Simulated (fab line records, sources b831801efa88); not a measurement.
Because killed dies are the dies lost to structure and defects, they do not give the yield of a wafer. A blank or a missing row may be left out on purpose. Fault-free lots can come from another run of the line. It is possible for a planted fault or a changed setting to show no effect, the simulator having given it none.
fab line records	flow sfq_line
record lots=14	wafers=42	last_day=81
route steps=325 shown INCOMING@1 I0@44 M6@262 M8@325
lots with no fault: from the same line, run without faults
start_h: hours from the record's opening day to when the first of the lot's shown wafers began	wait_h: time in hours since the lot's previous step	" as in the row above	L1.1+2: a row that stands for several wafers	- either no value or no given start	* or withheld: withheld	< > ~ a bound
route shown NAME@n: a module of which the file shows steps, and the number in the route of the first	usual: the fault-free wafers' mean and standard deviation	same: alike in all rows	chamber/n: place in a boat	sites: each site's reading	_std_site: standard deviation of those values	_edge_site: the outer-site mean with the inner-site mean subtracted	radius_mm: for every site, how far away it sits from the centre of the wafer	mask NAME#n: copy n	behind: the tool/chamber that last shaped the wafer	hold: the reason the lot was held/the length of the hold in hours/how it ended	device: transistor that didn't switch, given as n, p or np	end of line: at the end of the route, the tests of the same wafers	step lacking rows: just its recipe	killed: not the wafer's yield, but the dies lost to structure and defects at the first sort	map: per-die view of a wafer (x killed, . not killed, _ where there is no die)
set.NAME: the run value of the setting; set.NAME@STEP: its run value at that earlier step	model.NAME: the simulator's own value behind a step, which no gauge read
one table for each step of the route and one row for each wafer, over a sample of lots
services: from which hour (start_h, from the record's first day; less than 0 if before it) a tool's chamber was out of use, for how many hours, and why
## steps
# step SFQ_INCOMING_BOW_MEAS_900
# recipe mode=bow
# usual INCOMING_BOW=0/6.5
lot.wafer	tool	chamber	start_h	wait_h	INCOMING_BOW[um]
L268.4	film_metro-01	-	10.06	-	-4
L268.5	"	-	"	"	-5
L268.6	"	-	"	"	10
L269.3	film_metro-02	-	15.04	-	4
L269.4	"	-	"	"	3
L269.5	"	-	"	"	1
L270.3	film_metro-01	-	20.04	-	-2
L270.4	"	-	"	"	-8
L270.6	"	-	"	"	0
L272.3	film_metro-03	-	30.04	-	-4
L272.5	"	-	"	"	0
L272.6	"	-	"	"	-1
L273.2	film_metro-02	-	35.02	-	-3
L273.5	"	-	"	"	-1
L273.6	"	-	"	"	0
L274.1	film_metro-02	-	40.00	-	4
L274.2	"	-	"	"	2
L274.5	"	-	"	"	11
L276.2	film_metro-03	-	50.02	-	-1
L276.3	"	-	"	"	1
L276.4	"	-	"	"	7
L277.1	film_metro-03	-	55.00	-	10
L277.3	"	-	"	"	0
L277.5	"	-	"	"	1
L279.1	film_metro-01	-	65.00	-	2
L279.2	"	-	"	"	13
L279.4	"	-	"	"	4
L280.3	film_metro-01	-	70.04	-	-3
L280.4	"	-	"	"	5
L280.6	"	-	"	"	13
L281.2	film_metro-01	-	75.02	-	13
L281.5	"	-	"	"	-2
L281.6	"	-	"	"	4
L282.1	film_metro-03	-	80.00	-	8
L282.4	"	-	"	"	4
L282.6	"	-	"	"	5
L285.1	film_metro-01	-	95.00	-	-2
L285.4	"	-	"	"	-8
L285.5	"	-	"	"	10
L286.1	film_metro-01	-	100.00	-	3
L286.2	"	-	"	"	11
L286.4	"	-	"	"	-9
# step SFQ_TRILAYER_I0_CMP_CMP_028
# recipe material=SiO2	down_force_psi=3	platen_rpm=60	pad_velocity_m_s=0.94248
# usual motor_current_A=10.1/1.2	platen_rpm=60.00/0.041	time_to_endpoint_s=217/7.9
lot.wafer	tool	chamber	start_h	wait_h	motor_current_A	platen_rpm	time_to_endpoint_s
L268.4	cmp-01	3	274.78	3.8	10.9	59.99	240
L268.5	"	3	276.78	5.8	10.7	60.07	233
L268.6	"	0	"	"	10.1	60.02	238
L269.4	cmp-02	0	281.65	3.4	11.2	60.01	210
L269.3	"	2	282.65	4.5	9.6	59.96	222
L269.5	"	3	"	"	7.9	59.92	214
L270.4	cmp-02	3	301.58	11.4	7.6	60.00	223
L270.3	"	1	302.58	12.4	10.5	60.03	218
L270.6	"	3	303.58	13.4	8.0	59.98	226
L272.3	cmp-02	1	310.58	6.4	10.9	59.97	218
L272.5	"	1	312.58	8.4	10.9	60.03	211
L272.6	"	2	"	"	9.8	60.01	229
L273.2	cmp-02	1	320.58	5.4	11.7	60.05	211
L273.6	"	3	321.58	6.4	7.7	59.99	219
L273.5	"	0	"	"	10.9	59.97	212
L274.1	cmp-02	1	325.58	2.0	11.4	60.04	214
L274.2	"	0	327.08	3.5	11.1	59.99	210
L274.5	"	2	328.08	4.5	10.1	59.96	227
L276.2	cmp-01	1	339.21	0.9	9.9	60.03	210
L276.3	"	2	"	"	11.2	60.05	205
L276.4	"	0	340.71	2.3	10.0	59.96	228
L277.1	cmp-01	1	348.71	5.6	9.6	60.05	204
L277.3	"	2	"	"	10.7	59.96	209
L277.5	"	0	350.21	7.0	9.7	60.04	237
L279.4	cmp-02	1	361.19	0.0	10.8	60.03	223
L279.2	"	2	"	"	10.0	59.97	228
L279.1	"	0	362.69	1.5	11.2	60.02	208
L280.3	cmp-01	2	364.09	0.5	10.9	59.91	211
L280.4	"	0	365.09	1.5	10.1	59.94	220
L280.6	"	2	366.09	2.5	10.8	59.94	214
L281.2	cmp-01	0	376.09	1.7	10.3	60.06	220
L281.6	"	0	378.09	3.7	10.1	60.00	226
L281.5	"	1	"	"	9.9	59.91	220
L282.1	cmp-02	3	390.69	0.0	7.8	60.01	220
L282.4	"	1	391.69	1.0	10.9	59.96	235
L282.6	"	3	392.69	2.0	7.9	60.02	229
L285.1	cmp-02	2	423.17	3.7	10.1	60.03	212
L285.4	"	1	424.67	5.1	11.4	66.01	189
L285.5	"	2	"	"	9.8	60.05	215
L286.4	cmp-02	0	429.17	3.6	11.0	59.97	209
L286.2	"	1	"	"	11.2	66.05	197
L286.1	"	2	"	"	9.9	59.92	213
# step SFQ_TRILAYER_M6_BARC_OPEN_METAL_ETCH_206
# recipe mask_material=PR	chemistry=O2	target_depth_nm=125	target=BARC	icp_w=600	bias_w=80	pressure_mtorr=10	time_s=41.7
# usual drypump_motor_current_A=5.9/0.37	he_backside_leak_sccm=3.7/0.36	oes_product_au=0.685/0.0046
lot.wafer	tool	chamber	start_h	wait_h	drypump_motor_current_A	he_backside_leak_sccm	oes_product_au	rf_hours_counter_h
L268.4	rie_metal-01	0	1427.47	0.0	5.7	3.6	0.691	-
L268.5	"	1	"	"	5.9	3.6	0.689	-
L268.6	"	0	"	"	5.7	3.5	0.682	-
L269.3	rie_metal-04	0	1429.87	0.0	5.2	3.8	0.694	-
L269.4	"	1	"	"	5.8	3.5	0.680	-
L269.5	"	0	"	"	5.2	3.8	0.683	-
L270.3	rie_metal-02	1	1433.60	0.0	6.2	3.2	0.682	-
L270.4	"	0	"	"	6.4	3.9	0.689	-
L270.6	"	1	"	"	6.2	3.4	0.691	-
L272.3	rie_metal-01	0	1434.82	0.1	5.7	3.7	0.682	-
L272.5	"	0	"	"	5.7	3.5	0.685	-
L272.6	"	0	"	"	5.7	3.5	0.686	-
L273.2	rie_metal-02	0	1435.98	0.0	6.3	3.6	0.691	98
L273.5	"	0	"	"	6.3	3.7	0.686	-
L273.6	"	1	"	"	6.2	3.8	0.679	-
L274.1	rie_metal-01	0	1437.18	0.0	5.7	3.5	0.682	61
L274.2	"	0	"	"	5.7	3.5	0.686	-
L274.5	"	0	"	"	5.7	3.6	0.688	-
L276.2	rie_metal-04	0	1586.05	0.0	5.2	3.4	0.679	7
L276.3	"	0	"	"	5.2	3.4	0.681	-
L276.4	"	1	"	"	5.8	3.6	0.689	-
L277.1	rie_metal-01	1	1587.25	0.0	5.8	3.7	0.679	59
L277.3	"	0	"	"	5.7	3.6	0.691	-
L277.5	"	0	"	"	5.7	3.7	0.683	-
L279.1	rie_metal-04	0	1593.36	0.0	5.3	3.5	0.686	7
L279.2	"	1	"	"	5.9	3.5	0.688	71
L279.4	"	1	"	"	5.8	3.6	0.679	-
L280.3	rie_metal-02	1	1615.08	0.1	6.3	3.7	0.695	-
L280.4	"	0	"	"	6.4	3.9	0.681	-
L280.6	"	0	"	"	6.4	3.8	0.683	-
L281.2	rie_metal-02	0	1616.90	0.0	6.4	3.8	0.686	122
L281.5	"	0	"	"	6.4	3.8	0.686	-
L281.6	"	1	"	"	6.2	4.8	0.688	-
L282.1	rie_metal-01	0	1618.10	0.0	5.7	3.5	0.684	83
L282.4	"	1	"	"	5.9	3.8	0.686	-
L282.6	"	0	"	"	5.7	3.4	0.680	-
L285.1	rie_metal-02	1	1654.85	0.0	6.2	3.4	0.687	51
L285.4	"	0	"	"	6.4	3.8	0.684	-
L285.5	"	1	"	"	6.2	3.4	0.684	-
L286.1	rie_metal-04	1	1656.05	0.0	5.8	3.6	0.692	79
L286.2	"	0	"	"	5.3	3.4	0.684	16
L286.4	"	0	"	"	5.3	3.6	0.685	-
# step SFQ_M8_BOW_MEAS_951
# recipe mode=bow
# usual M8_BOW=6/12
lot.wafer	tool	chamber	start_h	wait_h	M8_BOW[um]
L268.4	film_metro-03	-	1737.27	0.1	16
L268.5	"	-	"	"	15
L268.6	"	-	"	"	29
L269.3	film_metro-02	-	1749.48	0.0	9
L269.4	"	-	"	"	7
L269.5	"	-	"	"	6
L270.3	film_metro-03	-	1759.68	0.0	1
L270.4	"	-	"	"	-6
L270.6	"	-	"	"	3
L272.3	film_metro-04	-	1842.67	0.0	-4
L272.5	"	-	"	"	-1
L272.6	"	-	"	"	1
L273.2	film_metro-04	-	1847.48	0.0	8
L273.5	"	-	"	"	11
L273.6	"	-	"	"	11
L274.1	film_metro-03	-	1848.63	0.0	12
L274.2	"	-	"	"	10
L274.5	"	-	"	"	19
L276.2	film_metro-04	-	1873.48	0.0	-2
L276.3	"	-	"	"	-2
L276.4	"	-	"	"	5
L277.1	film_metro-02	-	1875.86	0.0	12
L277.3	"	-	"	"	2
L277.5	"	-	"	"	3
L279.1	film_metro-04	-	1880.66	0.0	17
L279.2	"	-	"	"	30
L279.4	"	-	"	"	20
L280.3	film_metro-02	-	1891.50	0.0	17
L280.4	"	-	"	"	26
L280.6	"	-	"	"	34
L281.2	film_metro-02	-	1899.87	0.0	34
L281.5	"	-	"	"	21
L281.6	"	-	"	"	26
L282.1	film_metro-02	-	1904.65	0.0	10
L282.4	"	-	"	"	7
L282.6	"	-	"	"	6
L285.1	film_metro-02	-	1929.72	0.0	17
L285.4	"	-	"	"	10
L285.5	"	-	"	"	29
L286.1	film_metro-04	-	1932.90	0.0	-4
L286.2	"	-	"	"	4
L286.4	"	-	"	"	-18
## services
tool	chamber	start_h	hours	kind
cmp-02	-	270.23	4.9	repair
cmp-02	-	296.15	5.4	pm
cmp-02	-	373.75	1.9	repair
cmp-02	-	435.17	3.4	pm
cmp-02	-	488.53	7.5	pm
cmp-02	-	553.15	1.4	repair
cmp-02	-	576.12	4.0	pm
cmp-02	-	607.46	3.4	repair
cmp-02	-	615.62	0.4	repair
cmp-02	-	681.93	0.4	repair
cmp-02	-	700.57	0.3	repair
cmp-02	-	766.31	1.0	repair
cmp-02	-	782.20	10.3	repair
cmp-02	-	802.83	2.3	pm
cmp-02	-	918.82	4.0	pm
cmp-02	-	934.41	0.2	repair
cmp-02	-	949.82	4.9	pm
cmp-02	-	958.93	3.1	repair
cmp-02	-	977.72	2.6	repair
cmp-02	-	987.39	0.8	repair
cmp-02	-	1001.59	5.1	repair
cmp-02	-	1045.72	13.3	pm
cmp-02	-	1098.40	1.4	repair
cmp-02	-	1260.44	4.0	pm
## key
first_sign step=SFQ_TRILAYER_I0_CMP_CMP_028	reading=platen_rpm	direction=up	sigmas=99+	usual=60.00	struck=66.03
effect none on later readings
met_at SFQ_TRILAYER_I0_CMP_CMP_028
struck_lots L285,L286
struck_wafers L285.4,L286.2
not_acting_at SFQ_INCOMING_BOW_MEAS_900,SFQ_TRILAYER_M6_BARC_OPEN_METAL_ETCH_206,SFQ_M8_BOW_MEAS_951
fault kind=process_parameter_drift	tool=cmp-02	chamber=1	onset_h=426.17	steps=SFQ_TRILAYER_I0_CMP_CMP_028	channel=platen_rpm	offset=6	shape=step	end_h=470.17	acts_in=these_recipes_only	stated=60
